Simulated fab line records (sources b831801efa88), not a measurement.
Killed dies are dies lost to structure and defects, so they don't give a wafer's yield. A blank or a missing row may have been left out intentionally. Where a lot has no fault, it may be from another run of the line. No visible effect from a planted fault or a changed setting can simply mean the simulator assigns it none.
What tool caused it? :: flow sfqLine :: Sampling: 7 lots, 21 wafers, 2 of 325 route steps

## WHAT THE GAUGES READ, wafer by wafer
SFQ_M6_RS_MEAS_938: a four-point-probe measurement.
lot: L364
measured: day 73 15:41
on: filmMetro-04
M6_NB_RS (ohm/sq): 0.889 0.886 0.890

lot: L366
measured: day 75 08:18
on: filmMetro-02
M6_NB_RS (ohm/sq): 0.901 0.886 0.901

lot: L372
measured: day 77 09:32
on: filmMetro-04
M6_NB_RS (ohm/sq): 1.956 1.991 2.019

lot: L375
measured: day 77 14:19
on: filmMetro-01
M6_NB_RS (ohm/sq): 0.888 0.891 0.885

lot: L380
measured: day 79 05:39
on: filmMetro-01
M6_NB_RS (ohm/sq): 0.906 0.899 0.905

lot: L383
measured: day 79 10:22
on: filmMetro-01
M6_NB_RS (ohm/sq): 0.905 0.906 0.891

lot: L386
measured: day 79 14:01
on: filmMetro-01
M6_NB_RS (ohm/sq): 0.896 0.898 0.900

## WHICH TOOL RAN EACH LOT (tool, then ch and the chambers of the sampled wafers, then the start)
lot: L364
SFQ_TRILAYER_M6_DEP_SPUTTER_157: pvdSputter-03, day 73 15:35

lot: L366
SFQ_TRILAYER_M6_DEP_SPUTTER_157: pvdSputter-06, day 75 08:13

lot: L372
SFQ_TRILAYER_M6_DEP_SPUTTER_157: pvdSputter-06, day 77 09:23

lot: L375
SFQ_TRILAYER_M6_DEP_SPUTTER_157: pvdSputter-03, day 77 14:11

lot: L380
SFQ_TRILAYER_M6_DEP_SPUTTER_157: pvdSputter-04, day 79 05:28

lot: L383
SFQ_TRILAYER_M6_DEP_SPUTTER_157: pvdSputter-04, day 79 10:16

lot: L386
SFQ_TRILAYER_M6_DEP_SPUTTER_157: pvdSputter-04, day 79 13:53
- SFQ_TRILAYER_M6_DEP_SPUTTER_157: material Nb, target thk 200 nm, time 133.3 s.

## THE ANSWER, worked out from the rows above alone
Rule: the usual values come from the lots themselves. Put in order of their means at a reading, lots are off if they are a third of the lots or fewer, leave a main group of 4 or more, and stand apart from it by a gap of 3 or more times the standard deviation of the main group's means; of several such gaps the widest counts. The tables above print the reading to a certain number of digits; a main group whose means all agree to those digits is not used. Also off: a lot with no number at a reading for which 4 or more lots have one. Any other lot the step has rows for is counted as sound.
Off: at SFQ_M6_RS_MEAS_938 (M6_NB_RS), L372. For the main group the mean is 0.896 ohm/sq and the standard deviation 0.0058.
If a tool, at a process step before that reading, ran all the lots that are off and no sound lot after the first of them, it fits. The gauges at SFQ_M6_RS_MEAS_938 are tried like those tools. 2 tools fit, pvdSputter-06 at SFQ_TRILAYER_M6_DEP_SPUTTER_157 and filmMetro-04 at SFQ_M6_RS_MEAS_938, so this cannot tell which one it is.

## WHAT THE SIMULATOR HAD PUT IN
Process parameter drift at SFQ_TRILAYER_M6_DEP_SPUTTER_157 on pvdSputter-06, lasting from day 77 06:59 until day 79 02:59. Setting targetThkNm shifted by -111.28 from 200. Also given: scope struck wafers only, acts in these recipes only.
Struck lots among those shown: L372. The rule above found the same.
